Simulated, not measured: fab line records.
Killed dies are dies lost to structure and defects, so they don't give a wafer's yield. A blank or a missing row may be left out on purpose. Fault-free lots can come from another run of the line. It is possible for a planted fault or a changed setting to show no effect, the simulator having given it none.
fab line records / flow gf180mcu
record: lots: 13 wafers: 39 last_day: 34
route steps=602 shown MIM@511 V5@541
lots that met no fault: from a run of the same line without faults
start_h: hours from the record's first day to the start of the lot's first wafer shown / wait_h: hours elapsed since this lot's preceding step / " repeats the value in the row above / L1.1+2: one row covering several wafers at once / - no value, or no start given / * or withheld: withheld / < > ~ a bound
route shown NAME@n: a module of which the file shows steps, and the number in the route of the first / usual: mean/standard deviation of fault-free wafers / same: alike in all rows / chamber/n: place in a boat / sites: each site's reading / _std_site: standard deviation across them / _edge_site: mean of outer sites minus mean of inner sites / radius_mm: for every site, how far away it sits from the centre of the wafer / mask NAME#n: copy n / behind: tool/chamber where the wafer was last shaped / hold: why the lot was held/for how many hours/how that ended / device: the n, p or np transistor that did not switch / end of line: the route-end tests of the same wafers / for a step that has no rows: nothing shown but its recipe / killed: not the wafer's yield, but the dies lost to structure and defects at the first sort / map: dies across one wafer; x = killed, . = not, _ = none there
set.NAME: the setting as run; set.NAME@STEP: as run at that earlier step / model.NAME: the simulator's own value behind a step, which no gauge read
a sample of lots followed through the steps of the route, with each step as a table and each wafer as a row
services: when a tool's chamber went out of use (start_h, in hours from the record's first day, below 0 if earlier), for how many hours, and the reason
== steps ==
step: GF_MIM_SPUTTER_08
recipe: material: AlCu target_thk_nm: 200 power_w: 10600 time_s: 10.6 chamber_pressure_pa: 0.4
usual: throttle_valve_pct: 30.2/1.1
lot.wafer=L487.4 tool=pvd_sputter-04 chamber=- start_h=560.08 wait_h=0.0 throttle_valve_pct=31.0
lot.wafer=L487.5 tool=pvd_sputter-04 chamber=- start_h=560.08 wait_h=0.0 throttle_valve_pct=31.3
lot.wafer=L487.6 tool=pvd_sputter-04 chamber=- start_h=560.08 wait_h=0.0 throttle_valve_pct=31.4
lot.wafer=L488.3 tool=pvd_sputter-02 chamber=- start_h=567.58 wait_h=0.0 throttle_valve_pct=27.9
lot.wafer=L488.5 tool=pvd_sputter-02 chamber=- start_h=567.58 wait_h=0.0 throttle_valve_pct=29.5
lot.wafer=L488.6 tool=pvd_sputter-02 chamber=- start_h=567.58 wait_h=0.0 throttle_valve_pct=28.0
lot.wafer=L490.1 tool=pvd_sputter-04 chamber=- start_h=595.22 wait_h=0.0 throttle_valve_pct=30.4
lot.wafer=L490.2 tool=pvd_sputter-04 chamber=- start_h=595.22 wait_h=0.0 throttle_valve_pct=30.8
lot.wafer=L490.4 tool=pvd_sputter-04 chamber=- start_h=595.22 wait_h=0.0 throttle_valve_pct=31.1
lot.wafer=L491.1 tool=pvd_sputter-04 chamber=- start_h=602.52 wait_h=0.0 throttle_valve_pct=31.4
lot.wafer=L491.4 tool=pvd_sputter-04 chamber=- start_h=602.52 wait_h=0.0 throttle_valve_pct=30.7
lot.wafer=L491.6 tool=pvd_sputter-04 chamber=- start_h=602.52 wait_h=0.0 throttle_valve_pct=30.4
lot.wafer=L492.1 tool=pvd_sputter-04 chamber=- start_h=608.42 wait_h=0.0 throttle_valve_pct=30.3
lot.wafer=L492.4 tool=pvd_sputter-04 chamber=- start_h=608.42 wait_h=0.0 throttle_valve_pct=30.6
lot.wafer=L492.5 tool=pvd_sputter-04 chamber=- start_h=608.42 wait_h=0.0 throttle_valve_pct=31.0
lot.wafer=L493.2 tool=pvd_sputter-04 chamber=- start_h=613.57 wait_h=0.0 throttle_valve_pct=30.7
lot.wafer=L493.3 tool=pvd_sputter-04 chamber=- start_h=613.57 wait_h=0.0 throttle_valve_pct=30.6
lot.wafer=L493.6 tool=pvd_sputter-04 chamber=- start_h=613.57 wait_h=0.0 throttle_valve_pct=30.2
lot.wafer=L495.2 tool=pvd_sputter-01 chamber=- start_h=631.80 wait_h=0.0 throttle_valve_pct=29.7
lot.wafer=L495.3 tool=pvd_sputter-01 chamber=- start_h=631.80 wait_h=0.0 throttle_valve_pct=29.4
lot.wafer=L495.6 tool=pvd_sputter-01 chamber=- start_h=631.80 wait_h=0.0 throttle_valve_pct=29.4
lot.wafer=L498.1 tool=pvd_sputter-04 chamber=- start_h=659.22 wait_h=0.0 throttle_valve_pct=31.1
lot.wafer=L498.5 tool=pvd_sputter-04 chamber=- start_h=659.22 wait_h=0.0 throttle_valve_pct=31.4
lot.wafer=L498.6 tool=pvd_sputter-04 chamber=- start_h=659.22 wait_h=0.0 throttle_valve_pct=31.2
lot.wafer=L499.1 tool=pvd_sputter-02 chamber=- start_h=666.69 wait_h=0.0 throttle_valve_pct=29.4
lot.wafer=L499.2 tool=pvd_sputter-02 chamber=- start_h=666.69 wait_h=0.0 throttle_valve_pct=30.5
lot.wafer=L499.6 tool=pvd_sputter-02 chamber=- start_h=666.69 wait_h=0.0 throttle_valve_pct=30.3
lot.wafer=L502.2 tool=pvd_sputter-01 chamber=- start_h=680.70 wait_h=0.0 throttle_valve_pct=29.4
lot.wafer=L502.3 tool=pvd_sputter-01 chamber=- start_h=680.70 wait_h=0.0 throttle_valve_pct=29.4
lot.wafer=L502.5 tool=pvd_sputter-01 chamber=- start_h=680.70 wait_h=0.0 throttle_valve_pct=30.1
lot.wafer=L506.2 tool=pvd_sputter-01 chamber=- start_h=704.73 wait_h=0.0 throttle_valve_pct=29.9
lot.wafer=L506.3 tool=pvd_sputter-01 chamber=- start_h=704.73 wait_h=0.0 throttle_valve_pct=29.4
lot.wafer=L506.4 tool=pvd_sputter-01 chamber=- start_h=704.73 wait_h=0.0 throttle_valve_pct=29.1
lot.wafer=L509.4 tool=pvd_sputter-02 chamber=- start_h=725.02 wait_h=0.0 throttle_valve_pct=29.5
lot.wafer=L509.5 tool=pvd_sputter-02 chamber=- start_h=725.02 wait_h=0.0 throttle_valve_pct=27.9
lot.wafer=L509.6 tool=pvd_sputter-02 chamber=- start_h=725.02 wait_h=0.0 throttle_valve_pct=31.0
lot.wafer=L508.2 tool=pvd_sputter-01 chamber=- start_h=725.71 wait_h=0.0 throttle_valve_pct=30.1
lot.wafer=L508.3 tool=pvd_sputter-01 chamber=- start_h=725.71 wait_h=0.0 throttle_valve_pct=29.0
lot.wafer=L508.6 tool=pvd_sputter-01 chamber=- start_h=725.71 wait_h=0.0 throttle_valve_pct=29.3
step: GF_V5_THK_MEAS_01
recipe: reads: SiO2_of_V5_CVD_00
usual: V5_CVD_00_THK: 302.0/2.8
lot.wafer=L487.4 tool=film_metro-04 chamber=- start_h=604.57 wait_h=0.0 V5_CVD_00_THK[nm]=302.5
lot.wafer=L487.5 tool=film_metro-04 chamber=- start_h=604.57 wait_h=0.0 V5_CVD_00_THK[nm]=298.8
lot.wafer=L487.6 tool=film_metro-04 chamber=- start_h=604.57 wait_h=0.0 V5_CVD_00_THK[nm]=302.9
lot.wafer=L488.3 tool=film_metro-02 chamber=- start_h=611.96 wait_h=0.0 V5_CVD_00_THK[nm]=304.1
lot.wafer=L488.5 tool=film_metro-02 chamber=- start_h=611.96 wait_h=0.0 V5_CVD_00_THK[nm]=296.3
lot.wafer=L488.6 tool=film_metro-02 chamber=- start_h=611.96 wait_h=0.0 V5_CVD_00_THK[nm]=304.2
lot.wafer=L490.1 tool=film_metro-02 chamber=- start_h=637.67 wait_h=0.0 V5_CVD_00_THK[nm]=303.7
lot.wafer=L490.2 tool=film_metro-02 chamber=- start_h=637.67 wait_h=0.0 V5_CVD_00_THK[nm]=303.4
lot.wafer=L490.4 tool=film_metro-02 chamber=- start_h=637.67 wait_h=0.0 V5_CVD_00_THK[nm]=303.0
lot.wafer=L491.1 tool=film_metro-02 chamber=- start_h=644.25 wait_h=0.0 V5_CVD_00_THK[nm]=302.0
lot.wafer=L491.4 tool=film_metro-02 chamber=- start_h=644.25 wait_h=0.0 V5_CVD_00_THK[nm]=301.9
lot.wafer=L491.6 tool=film_metro-02 chamber=- start_h=644.25 wait_h=0.0 V5_CVD_00_THK[nm]=299.3
lot.wafer=L492.1 tool=film_metro-02 chamber=- start_h=650.60 wait_h=0.0 V5_CVD_00_THK[nm]=307.5
lot.wafer=L492.4 tool=film_metro-02 chamber=- start_h=650.60 wait_h=0.0 V5_CVD_00_THK[nm]=307.9
lot.wafer=L492.5 tool=film_metro-02 chamber=- start_h=650.60 wait_h=0.0 V5_CVD_00_THK[nm]=305.3
lot.wafer=L493.2 tool=film_metro-03 chamber=- start_h=655.17 wait_h=0.0 V5_CVD_00_THK[nm]=298.7
lot.wafer=L493.3 tool=film_metro-03 chamber=- start_h=655.17 wait_h=0.0 V5_CVD_00_THK[nm]=300.1
lot.wafer=L493.6 tool=film_metro-03 chamber=- start_h=655.17 wait_h=0.0 V5_CVD_00_THK[nm]=302.4
lot.wafer=L495.2 tool=film_metro-02 chamber=- start_h=672.78 wait_h=0.0 V5_CVD_00_THK[nm]=300.9
lot.wafer=L495.3 tool=film_metro-02 chamber=- start_h=672.78 wait_h=0.0 V5_CVD_00_THK[nm]=297.6
lot.wafer=L495.6 tool=film_metro-02 chamber=- start_h=672.78 wait_h=0.0 V5_CVD_00_THK[nm]=301.6
lot.wafer=L498.1 tool=film_metro-02 chamber=- start_h=698.79 wait_h=0.0 V5_CVD_00_THK[nm]=301.3
lot.wafer=L498.5 tool=film_metro-02 chamber=- start_h=698.79 wait_h=0.0 V5_CVD_00_THK[nm]=300.1
lot.wafer=L498.6 tool=film_metro-02 chamber=- start_h=698.79 wait_h=0.0 V5_CVD_00_THK[nm]=300.3
lot.wafer=L499.1 tool=film_metro-02 chamber=- start_h=706.14 wait_h=0.0 V5_CVD_00_THK[nm]=297.6
lot.wafer=L499.2 tool=film_metro-02 chamber=- start_h=706.14 wait_h=0.0 V5_CVD_00_THK[nm]=303.0
lot.wafer=L499.6 tool=film_metro-02 chamber=- start_h=706.14 wait_h=0.0 V5_CVD_00_THK[nm]=299.3
lot.wafer=L502.2 tool=film_metro-03 chamber=- start_h=718.45 wait_h=0.0 V5_CVD_00_THK[nm]=304.1
lot.wafer=L502.3 tool=film_metro-03 chamber=- start_h=718.45 wait_h=0.0 V5_CVD_00_THK[nm]=299.6
lot.wafer=L502.5 tool=film_metro-03 chamber=- start_h=718.45 wait_h=0.0 V5_CVD_00_THK[nm]=299.1
lot.wafer=L506.2 tool=film_metro-04 chamber=- start_h=741.34 wait_h=0.0 V5_CVD_00_THK[nm]=306.2
lot.wafer=L506.3 tool=film_metro-04 chamber=- start_h=741.34 wait_h=0.0 V5_CVD_00_THK[nm]=297.9
lot.wafer=L506.4 tool=film_metro-04 chamber=- start_h=741.34 wait_h=0.0 V5_CVD_00_THK[nm]=303.5
lot.wafer=L509.4 tool=film_metro-02 chamber=- start_h=760.38 wait_h=0.0 V5_CVD_00_THK[nm]=304.7
lot.wafer=L509.5 tool=film_metro-02 chamber=- start_h=760.38 wait_h=0.0 V5_CVD_00_THK[nm]=299.7
lot.wafer=L509.6 tool=film_metro-02 chamber=- start_h=760.38 wait_h=0.0 V5_CVD_00_THK[nm]=302.9
lot.wafer=L508.2 tool=film_metro-03 chamber=- start_h=761.05 wait_h=0.0 V5_CVD_00_THK[nm]=302.4
lot.wafer=L508.3 tool=film_metro-03 chamber=- start_h=761.05 wait_h=0.0 V5_CVD_00_THK[nm]=300.9
lot.wafer=L508.6 tool=film_metro-03 chamber=- start_h=761.05 wait_h=0.0 V5_CVD_00_THK[nm]=302.6
step: GF_V5_CVD_02
recipe: material: SiO2 target_thk_nm: 1450 precursor: TEOS temp_c: 400 time_s: 163.28 rf_w: 600
usual: heater_power_outer_w: 358/60 heater_power_w: 602/76 rf_fwd_power_W: 597.4/1.8
lot.wafer=L487.4 tool=pecvd-01 chamber=2 start_h=604.65 wait_h=0.1 heater_power_outer_w=367 heater_power_w=592 rf_fwd_power_W=597.9
lot.wafer=L487.5 tool=pecvd-01 chamber=0 start_h=604.65 wait_h=0.1 heater_power_outer_w=357 heater_power_w=582 rf_fwd_power_W=594.6
lot.wafer=L487.6 tool=pecvd-01 chamber=1 start_h=604.65 wait_h=0.1 heater_power_outer_w=255 heater_power_w=448 rf_fwd_power_W=600.3
lot.wafer=L488.3 tool=pecvd-01 chamber=0 start_h=612.00 wait_h=0.0 heater_power_outer_w=419 heater_power_w=692 rf_fwd_power_W=596.0
lot.wafer=L488.5 tool=pecvd-01 chamber=1 start_h=612.00 wait_h=0.0 heater_power_outer_w=256 heater_power_w=458 rf_fwd_power_W=595.4
lot.wafer=L488.6 tool=pecvd-01 chamber=0 start_h=612.00 wait_h=0.0 heater_power_outer_w=476 heater_power_w=735 rf_fwd_power_W=597.7
lot.wafer=L490.1 tool=pecvd-03 chamber=1 start_h=637.73 wait_h=0.1 heater_power_outer_w=295 heater_power_w=506 rf_fwd_power_W=597.9
lot.wafer=L490.2 tool=pecvd-03 chamber=2 start_h=637.73 wait_h=0.1 heater_power_outer_w=381 heater_power_w=659 rf_fwd_power_W=596.6
lot.wafer=L490.4 tool=pecvd-03 chamber=2 start_h=637.73 wait_h=0.1 heater_power_outer_w=288 heater_power_w=515 rf_fwd_power_W=600.0
lot.wafer=L491.1 tool=pecvd-01 chamber=1 start_h=644.31 wait_h=0.1 heater_power_outer_w=340 heater_power_w=574 rf_fwd_power_W=598.4
lot.wafer=L491.4 tool=pecvd-01 chamber=0 start_h=644.31 wait_h=0.1 heater_power_outer_w=367 heater_power_w=594 rf_fwd_power_W=597.0
lot.wafer=L491.6 tool=pecvd-01 chamber=1 start_h=644.31 wait_h=0.1 heater_power_outer_w=253 heater_power_w=465 rf_fwd_power_W=596.7
lot.wafer=L492.1 tool=pecvd-01 chamber=0 start_h=650.66 wait_h=0.1 heater_power_outer_w=452 heater_power_w=711 rf_fwd_power_W=596.7
lot.wafer=L492.4 tool=pecvd-01 chamber=0 start_h=650.66 wait_h=0.1 heater_power_outer_w=360 heater_power_w=576 rf_fwd_power_W=594.8
lot.wafer=L492.5 tool=pecvd-01 chamber=2 start_h=650.66 wait_h=0.1 heater_power_outer_w=283 heater_power_w=501 rf_fwd_power_W=600.2
lot.wafer=L493.2 tool=pecvd-01 chamber=1 start_h=655.22 wait_h=0.0 heater_power_outer_w=298 heater_power_w=521 rf_fwd_power_W=598.2
lot.wafer=L493.3 tool=pecvd-01 chamber=2 start_h=655.22 wait_h=0.0 heater_power_outer_w=363 heater_power_w=584 rf_fwd_power_W=602.3
lot.wafer=L493.6 tool=pecvd-01 chamber=2 start_h=655.22 wait_h=0.0 heater_power_outer_w=284 heater_power_w=488 rf_fwd_power_W=599.5
lot.wafer=L495.2 tool=pecvd-03 chamber=0 start_h=672.83 wait_h=0.0 heater_power_outer_w=355 heater_power_w=615 rf_fwd_power_W=595.6
lot.wafer=L495.3 tool=pecvd-03 chamber=1 start_h=672.83 wait_h=0.0 heater_power_outer_w=276 heater_power_w=492 rf_fwd_power_W=597.1
lot.wafer=L495.6 tool=pecvd-03 chamber=2 start_h=672.83 wait_h=0.0 heater_power_outer_w=374 heater_power_w=639 rf_fwd_power_W=600.4
lot.wafer=L498.1 tool=pecvd-01 chamber=1 start_h=698.85 wait_h=0.1 heater_power_outer_w=411 heater_power_w=670 rf_fwd_power_W=357.5
lot.wafer=L498.5 tool=pecvd-01 chamber=1 start_h=698.85 wait_h=0.1 heater_power_outer_w=321 heater_power_w=555 rf_fwd_power_W=357.8
lot.wafer=L498.6 tool=pecvd-01 chamber=2 start_h=698.85 wait_h=0.1 heater_power_outer_w=345 heater_power_w=575 rf_fwd_power_W=359.2
lot.wafer=L499.1 tool=pecvd-04 chamber=2 start_h=706.20 wait_h=0.1 heater_power_outer_w=356 heater_power_w=563 rf_fwd_power_W=598.4
lot.wafer=L499.2 tool=pecvd-04 chamber=0 start_h=706.20 wait_h=0.1 heater_power_outer_w=406 heater_power_w=681 rf_fwd_power_W=598.7
lot.wafer=L499.6 tool=pecvd-04 chamber=2 start_h=706.20 wait_h=0.1 heater_power_outer_w=438 heater_power_w=686 rf_fwd_power_W=601.0
lot.wafer=L502.2 tool=pecvd-01 chamber=0 start_h=718.50 wait_h=0.0 heater_power_outer_w=533 heater_power_w=807 rf_fwd_power_W=355.1
lot.wafer=L502.3 tool=pecvd-01 chamber=2 start_h=718.50 wait_h=0.0 heater_power_outer_w=402 heater_power_w=667 rf_fwd_power_W=354.1
lot.wafer=L502.5 tool=pecvd-01 chamber=0 start_h=718.50 wait_h=0.0 heater_power_outer_w=425 heater_power_w=671 rf_fwd_power_W=358.4
lot.wafer=L506.2 tool=pecvd-04 chamber=2 start_h=741.39 wait_h=0.0 heater_power_outer_w=415 heater_power_w=657 rf_fwd_power_W=598.1
lot.wafer=L506.3 tool=pecvd-04 chamber=0 start_h=741.39 wait_h=0.0 heater_power_outer_w=324 heater_power_w=580 rf_fwd_power_W=598.9
lot.wafer=L506.4 tool=pecvd-04 chamber=0 start_h=741.39 wait_h=0.0 heater_power_outer_w=386 heater_power_w=662 rf_fwd_power_W=597.9
lot.wafer=L509.4 tool=pecvd-03 chamber=1 start_h=760.47 wait_h=0.1 heater_power_outer_w=252 heater_power_w=477 rf_fwd_power_W=594.3
lot.wafer=L509.5 tool=pecvd-03 chamber=2 start_h=760.47 wait_h=0.1 heater_power_outer_w=293 heater_power_w=518 rf_fwd_power_W=596.2
lot.wafer=L509.6 tool=pecvd-03 chamber=0 start_h=760.47 wait_h=0.1 heater_power_outer_w=274 heater_power_w=491 rf_fwd_power_W=596.6
lot.wafer=L508.2 tool=pecvd-04 chamber=1 start_h=761.10 wait_h=0.0 heater_power_outer_w=460 heater_power_w=759 rf_fwd_power_W=597.1
lot.wafer=L508.3 tool=pecvd-04 chamber=2 start_h=761.10 wait_h=0.0 heater_power_outer_w=437 heater_power_w=653 rf_fwd_power_W=601.8
lot.wafer=L508.6 tool=pecvd-04 chamber=2 start_h=761.10 wait_h=0.0 heater_power_outer_w=462 heater_power_w=706 rf_fwd_power_W=600.1
step: GF_V5_THK_MEAS_03
recipe: reads: SiO2_of_V5_CVD_02
usual: V5_CVD_02_THK: 1455/19
lot.wafer=L487.4 tool=film_metro-04 chamber=- start_h=604.74 wait_h=0.0 V5_CVD_02_THK[nm]=1459
lot.wafer=L487.5 tool=film_metro-04 chamber=- start_h=604.74 wait_h=0.0 V5_CVD_02_THK[nm]=1458
lot.wafer=L487.6 tool=film_metro-04 chamber=- start_h=604.74 wait_h=0.0 V5_CVD_02_THK[nm]=1464
lot.wafer=L488.3 tool=film_metro-04 chamber=- start_h=612.12 wait_h=0.1 V5_CVD_02_THK[nm]=1424
lot.wafer=L488.5 tool=film_metro-04 chamber=- start_h=612.12 wait_h=0.1 V5_CVD_02_THK[nm]=1465
lot.wafer=L488.6 tool=film_metro-04 chamber=- start_h=612.12 wait_h=0.1 V5_CVD_02_THK[nm]=1465
lot.wafer=L490.1 tool=film_metro-02 chamber=- start_h=637.84 wait_h=0.1 V5_CVD_02_THK[nm]=1443
lot.wafer=L490.2 tool=film_metro-02 chamber=- start_h=637.84 wait_h=0.1 V5_CVD_02_THK[nm]=1449
lot.wafer=L490.4 tool=film_metro-02 chamber=- start_h=637.84 wait_h=0.1 V5_CVD_02_THK[nm]=1457
lot.wafer=L491.1 tool=film_metro-04 chamber=- start_h=644.42 wait_h=0.1 V5_CVD_02_THK[nm]=1449
lot.wafer=L491.4 tool=film_metro-04 chamber=- start_h=644.42 wait_h=0.1 V5_CVD_02_THK[nm]=1458
lot.wafer=L491.6 tool=film_metro-04 chamber=- start_h=644.42 wait_h=0.1 V5_CVD_02_THK[nm]=1468
lot.wafer=L492.1 tool=film_metro-02 chamber=- start_h=650.76 wait_h=0.1 V5_CVD_02_THK[nm]=1443
lot.wafer=L492.4 tool=film_metro-02 chamber=- start_h=650.76 wait_h=0.1 V5_CVD_02_THK[nm]=1493
lot.wafer=L492.5 tool=film_metro-02 chamber=- start_h=650.76 wait_h=0.1 V5_CVD_02_THK[nm]=1495
lot.wafer=L493.2 tool=film_metro-04 chamber=- start_h=655.34 wait_h=0.1 V5_CVD_02_THK[nm]=1442
lot.wafer=L493.3 tool=film_metro-04 chamber=- start_h=655.34 wait_h=0.1 V5_CVD_02_THK[nm]=1463
lot.wafer=L493.6 tool=film_metro-04 chamber=- start_h=655.34 wait_h=0.1 V5_CVD_02_THK[nm]=1473
lot.wafer=L495.2 tool=film_metro-04 chamber=- start_h=672.95 wait_h=0.1 V5_CVD_02_THK[nm]=1443
lot.wafer=L495.3 tool=film_metro-04 chamber=- start_h=672.95 wait_h=0.1 V5_CVD_02_THK[nm]=1417
lot.wafer=L495.6 tool=film_metro-04 chamber=- start_h=672.95 wait_h=0.1 V5_CVD_02_THK[nm]=1461
lot.wafer=L498.1 tool=film_metro-03 chamber=- start_h=698.96 wait_h=0.1 V5_CVD_02_THK[nm]=1257
lot.wafer=L498.5 tool=film_metro-03 chamber=- start_h=698.96 wait_h=0.1 V5_CVD_02_THK[nm]=1267
lot.wafer=L498.6 tool=film_metro-03 chamber=- start_h=698.96 wait_h=0.1 V5_CVD_02_THK[nm]=1298
lot.wafer=L499.1 tool=film_metro-02 chamber=- start_h=706.31 wait_h=0.1 V5_CVD_02_THK[nm]=1452
lot.wafer=L499.2 tool=film_metro-02 chamber=- start_h=706.31 wait_h=0.1 V5_CVD_02_THK[nm]=1420
lot.wafer=L499.6 tool=film_metro-02 chamber=- start_h=706.31 wait_h=0.1 V5_CVD_02_THK[nm]=1449
lot.wafer=L502.2 tool=film_metro-02 chamber=- start_h=718.62 wait_h=0.1 V5_CVD_02_THK[nm]=1260
lot.wafer=L502.3 tool=film_metro-02 chamber=- start_h=718.62 wait_h=0.1 V5_CVD_02_THK[nm]=1247
lot.wafer=L502.5 tool=film_metro-02 chamber=- start_h=718.62 wait_h=0.1 V5_CVD_02_THK[nm]=1247
lot.wafer=L506.2 tool=film_metro-02 chamber=- start_h=741.51 wait_h=0.1 V5_CVD_02_THK[nm]=1445
lot.wafer=L506.3 tool=film_metro-02 chamber=- start_h=741.51 wait_h=0.1 V5_CVD_02_THK[nm]=1432
lot.wafer=L506.4 tool=film_metro-02 chamber=- start_h=741.51 wait_h=0.1 V5_CVD_02_THK[nm]=1446
lot.wafer=L509.4 tool=film_metro-04 chamber=- start_h=760.55 wait_h=0.0 V5_CVD_02_THK[nm]=1463
lot.wafer=L509.5 tool=film_metro-04 chamber=- start_h=760.55 wait_h=0.0 V5_CVD_02_THK[nm]=1484
lot.wafer=L509.6 tool=film_metro-04 chamber=- start_h=760.55 wait_h=0.0 V5_CVD_02_THK[nm]=1460
lot.wafer=L508.2 tool=film_metro-03 chamber=- start_h=761.21 wait_h=0.1 V5_CVD_02_THK[nm]=1464
lot.wafer=L508.3 tool=film_metro-03 chamber=- start_h=761.21 wait_h=0.1 V5_CVD_02_THK[nm]=1432
lot.wafer=L508.6 tool=film_metro-03 chamber=- start_h=761.21 wait_h=0.1 V5_CVD_02_THK[nm]=1459
step: GF_V5_CD_MEAS_14
recipe: target_cd_nm: 260
usual: cd_nm: 260.1/1.1
lot.wafer=L487.4 tool=cd_sem-01 chamber=- start_h=625.73 wait_h=0.1 cd_nm=258.3
lot.wafer=L487.5 tool=cd_sem-01 chamber=- start_h=625.73 wait_h=0.1 cd_nm=259.7
lot.wafer=L487.6 tool=cd_sem-01 chamber=- start_h=625.73 wait_h=0.1 cd_nm=258.9
lot.wafer=L488.3 tool=cd_sem-02 chamber=- start_h=632.46 wait_h=0.2 cd_nm=261.1
lot.wafer=L488.5 tool=cd_sem-02 chamber=- start_h=632.46 wait_h=0.2 cd_nm=261.1
lot.wafer=L488.6 tool=cd_sem-02 chamber=- start_h=632.46 wait_h=0.2 cd_nm=260.7
lot.wafer=L490.1 tool=cd_sem-02 chamber=- start_h=657.51 wait_h=0.1 cd_nm=259.4
lot.wafer=L490.2 tool=cd_sem-02 chamber=- start_h=657.51 wait_h=0.1 cd_nm=257.8
lot.wafer=L490.4 tool=cd_sem-02 chamber=- start_h=657.51 wait_h=0.1 cd_nm=258.3
lot.wafer=L491.1 tool=cd_sem-01 chamber=- start_h=664.11 wait_h=0.1 cd_nm=260.7
lot.wafer=L491.4 tool=cd_sem-01 chamber=- start_h=664.11 wait_h=0.1 cd_nm=260.3
lot.wafer=L491.6 tool=cd_sem-01 chamber=- start_h=664.11 wait_h=0.1 cd_nm=260.0
lot.wafer=L492.1 tool=cd_sem-01 chamber=- start_h=670.37 wait_h=0.1 cd_nm=260.8
lot.wafer=L492.4 tool=cd_sem-01 chamber=- start_h=670.37 wait_h=0.1 cd_nm=259.7
lot.wafer=L492.5 tool=cd_sem-01 chamber=- start_h=670.37 wait_h=0.1 cd_nm=261.7
lot.wafer=L493.2 tool=cd_sem-01 chamber=- start_h=674.63 wait_h=0.1 cd_nm=260.0
lot.wafer=L493.3 tool=cd_sem-01 chamber=- start_h=674.63 wait_h=0.1 cd_nm=259.1
lot.wafer=L493.6 tool=cd_sem-01 chamber=- start_h=674.63 wait_h=0.1 cd_nm=260.7
lot.wafer=L495.2 tool=cd_sem-01 chamber=- start_h=691.48 wait_h=0.1 cd_nm=262.9
lot.wafer=L495.3 tool=cd_sem-01 chamber=- start_h=691.48 wait_h=0.1 cd_nm=261.6
lot.wafer=L495.6 tool=cd_sem-01 chamber=- start_h=691.48 wait_h=0.1 cd_nm=260.8
lot.wafer=L498.1 tool=cd_sem-01 chamber=- start_h=717.77 wait_h=0.1 cd_nm=260.7
lot.wafer=L498.5 tool=cd_sem-01 chamber=- start_h=717.77 wait_h=0.1 cd_nm=260.8
lot.wafer=L498.6 tool=cd_sem-01 chamber=- start_h=717.77 wait_h=0.1 cd_nm=260.6
lot.wafer=L499.1 tool=cd_sem-02 chamber=- start_h=724.46 wait_h=0.1 cd_nm=259.9
lot.wafer=L499.2 tool=cd_sem-02 chamber=- start_h=724.46 wait_h=0.1 cd_nm=259.8
lot.wafer=L499.6 tool=cd_sem-02 chamber=- start_h=724.46 wait_h=0.1 cd_nm=259.4
lot.wafer=L502.2 tool=cd_sem-01 chamber=- start_h=736.67 wait_h=0.1 cd_nm=259.7
lot.wafer=L502.3 tool=cd_sem-01 chamber=- start_h=736.67 wait_h=0.1 cd_nm=257.9
lot.wafer=L502.5 tool=cd_sem-01 chamber=- start_h=736.67 wait_h=0.1 cd_nm=258.1
lot.wafer=L506.2 tool=cd_sem-01 chamber=- start_h=759.23 wait_h=0.1 cd_nm=260.4
lot.wafer=L506.3 tool=cd_sem-01 chamber=- start_h=759.23 wait_h=0.1 cd_nm=260.7
lot.wafer=L506.4 tool=cd_sem-01 chamber=- start_h=759.23 wait_h=0.1 cd_nm=261.7
lot.wafer=L509.4 tool=cd_sem-01 chamber=- start_h=776.88 wait_h=0.1 cd_nm=259.7
lot.wafer=L509.5 tool=cd_sem-01 chamber=- start_h=776.88 wait_h=0.1 cd_nm=258.3
lot.wafer=L509.6 tool=cd_sem-01 chamber=- start_h=776.88 wait_h=0.1 cd_nm=259.3
lot.wafer=L508.2 tool=cd_sem-01 chamber=- start_h=777.67 wait_h=0.1 cd_nm=260.4
lot.wafer=L508.3 tool=cd_sem-01 chamber=- start_h=777.67 wait_h=0.1 cd_nm=260.0
lot.wafer=L508.6 tool=cd_sem-01 chamber=- start_h=777.67 wait_h=0.1 cd_nm=261.3
== services ==
tool=pecvd-03 chamber=- start_h=565.90 hours=2.7 kind=repair
tool=pvd_sputter-01 chamber=- start_h=579.95 hours=3.7 kind=repair
tool=pecvd-03 chamber=- start_h=591.12 hours=14.0 kind=pm
tool=pecvd-03 chamber=0 start_h=591.12 hours=14.0 kind=vent_cycle
tool=pecvd-03 chamber=1 start_h=591.12 hours=14.0 kind=vent_cycle
tool=pecvd-03 chamber=2 start_h=591.12 hours=14.0 kind=vent_cycle
tool=pecvd-03 chamber=0 start_h=605.12 hours=- kind=clean
tool=pecvd-03 chamber=1 start_h=605.12 hours=- kind=clean
tool=pecvd-03 chamber=2 start_h=605.12 hours=- kind=clean
tool=pecvd-03 chamber=2 start_h=607.51 hours=5.6 kind=repair
tool=pvd_sputter-04 chamber=0 start_h=611.62 hours=- kind=consumable_replace:kit
tool=pvd_sputter-04 chamber=0 start_h=611.62 hours=18.0 kind=scheduled_down
tool=pvd_sputter-04 chamber=0 start_h=611.62 hours=18.0 kind=vent_cycle
tool=pecvd-03 chamber=- start_h=626.66 hours=1.7 kind=repair
tool=pvd_sputter-02 chamber=3 start_h=631.90 hours=- kind=consumable_replace:kit
tool=pvd_sputter-01 chamber=3 start_h=662.57 hours=- kind=consumable_replace:kit
tool=pvd_sputter-01 chamber=3 start_h=662.57 hours=18.0 kind=scheduled_down
tool=pvd_sputter-01 chamber=3 start_h=662.57 hours=18.0 kind=vent_cycle
tool=pecvd-04 chamber=1 start_h=664.64 hours=6.7 kind=repair
tool=pecvd-01 chamber=2 start_h=686.11 hours=6.0 kind=repair
tool=pecvd-04 chamber=1 start_h=717.78 hours=3.5 kind=repair
tool=pecvd-01 chamber=0 start_h=730.00 hours=9.5 kind=repair
tool=pecvd-01 chamber=- start_h=734.63 hours=0.8 kind=pm
tool=pvd_sputter-01 chamber=- start_h=746.13 hours=1.7 kind=repair
== key ==
first_sign: step: GF_V5_CVD_02 reading: rf_fwd_power_W direction: down sigmas: 99+ usual: 597.4 struck: 357.0
effect: step: GF_V5_THK_MEAS_03 reading: V5_CVD_02_THK direction: down sigmas: 10 usual: 1455 struck: 1263
met_at GF_V5_CVD_02
struck_lots L498,L502
not_acting_at GF_MIM_SPUTTER_08,GF_V5_THK_MEAS_01,GF_V5_CD_MEAS_14
onset_between 655.22 698.85
fault: kind: process_parameter_drift tool: pecvd-01 chamber: - onset_h: 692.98 steps: GF_V5_CVD_02 channel: rf_w offset: -240 shape: step end_h: 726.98 acts_in: these_recipes_only stated: 600
